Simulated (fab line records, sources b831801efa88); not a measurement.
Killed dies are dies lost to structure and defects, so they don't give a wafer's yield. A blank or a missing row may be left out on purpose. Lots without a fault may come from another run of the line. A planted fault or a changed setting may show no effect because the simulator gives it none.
A struck lot beside a sound one | flow sky130 | 16 steps out of a route of 708
Sound: wafers L408.1, L408.2, L408.6. Struck: wafers L419.1, L419.3, L419.5. The cause comes at the end.
At each step with rows: each side's tool, then ch and its chambers, then its first start. Under that, the readings that differ: sound wafers | struck wafers | difference of the means | sigmas: that difference in standard deviations of wafers without a fault.
alike: readings whose means differ by less than 2 such deviations, and words and numbers that are the same on both sides. not compared: withheld readings, readings that some wafer has no value for, bounds like >300 that may hide the same value, and numbers for which the record gives no deviation and whose values overlap.
The two part at a step that has a row with sigmas, a row that says differs or no value, or rows on one side only. Numbers that don't overlap but have no deviation are shown without sigmas and don't part them. A reading that every wafer of one side lacks parts them only if that side has two wafers or more.

first, 2 steps without rows for these wafers: SKY_VT_ADJUST_PCH_PEB_05; SKY_VT_ADJUST_PCH_DEVELOP_06 (develop time 60 s).
SKY_VT_ADJUST_PCH_OVL_MEAS_07:
  sound on overlay-01, day 13 15:35; struck on overlay-01, day 17 01:01
  alike: VT_ADJUST_PCH_OVL
then, 1 step without rows for these wafers: SKY_VT_ADJUST_PCH_IMPLANT_08.
SKY_VT_ADJUST_PCH_STRIP_09: strips in O2/N2.
  sound on plasma_asher-03 ch 0,1, day 13 15:46; struck on plasma_asher-03 ch 1, day 17 01:13
  alike: drypump_motor_current_A, n2_flow_sccm, oes_product_au, strip_time_to_endpoint_s
  not compared: rf_hours_counter_h
SKY_VT_ADJUST_PCH_TW_MEAS_10:
  sound on film_metro-03, day 13 15:52; struck on film_metro-03, day 17 01:19
  alike: VT_ADJUST_PCH_TW
then, 6 steps without rows for these wafers: SKY_SONOS_TUNNEL_DEHYDRATE_00 (time 60 s); SKY_SONOS_TUNNEL_HMDS_01 (prime time 60 s); SKY_SONOS_TUNNEL_COAT_02 (resist thk 1140 nm); SKY_SONOS_TUNNEL_SOFTBAKE_03 (time 60 s); SKY_SONOS_TUNNEL_EXPOSE_04 (exposes mask TUNM, target cd 410 nm); SKY_SONOS_TUNNEL_PEB_05.
SKY_SONOS_TUNNEL_DEVELOP_06: develop time 60 s.
  sound on litho_track-03 ch 0, day 14 17:34; struck on litho_track-04 ch 0, day 18 06:20
  reading              | sound             | struck            | difference | sigmas
  developer_temp_C (C) | 22.90 22.87 22.93 | 20.79 20.78 20.61 | -2.17      | -18
  alike: resist_line_temp_C
SKY_SONOS_TUNNEL_CD_MEAS_07: target cd 410 nm.
  sound on cd_sem-01, day 14 17:43; struck on cd_sem-01, day 18 06:29
  reading    | sound             | struck            | difference | sigmas
  cd_nm (nm) | 406.0 406.8 406.3 | 416.5 417.9 417.2 | +10.8      | +5
SKY_SONOS_TUNNEL_OVL_MEAS_08:
  sound on overlay-02, day 14 17:50; struck on overlay-01, day 18 06:36
  alike: SONOS_TUNNEL_OVL
-- the record jumps here: 33 days lie between the struck wafers' starts before and after (it left off in module SONOS_TUNNEL and takes up again in module PAD_OPEN, whose first step shown is number 708 of the route) --
SKY_PAD_OPEN_PROBE_99:
  the record has rows for the struck wafers here (prober-01, day 50 22:17) and none for the sound ones

WHERE THEY PART
First at SKY_SONOS_TUNNEL_DEVELOP_06; last, within this record, at SKY_PAD_OPEN_PROBE_99.

WHY: what the simulator had put in
Process parameter drift: litho_track-04, from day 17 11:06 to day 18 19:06, at SKY_SONOS_TUNNEL_DEVELOP_06. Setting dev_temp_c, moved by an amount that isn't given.
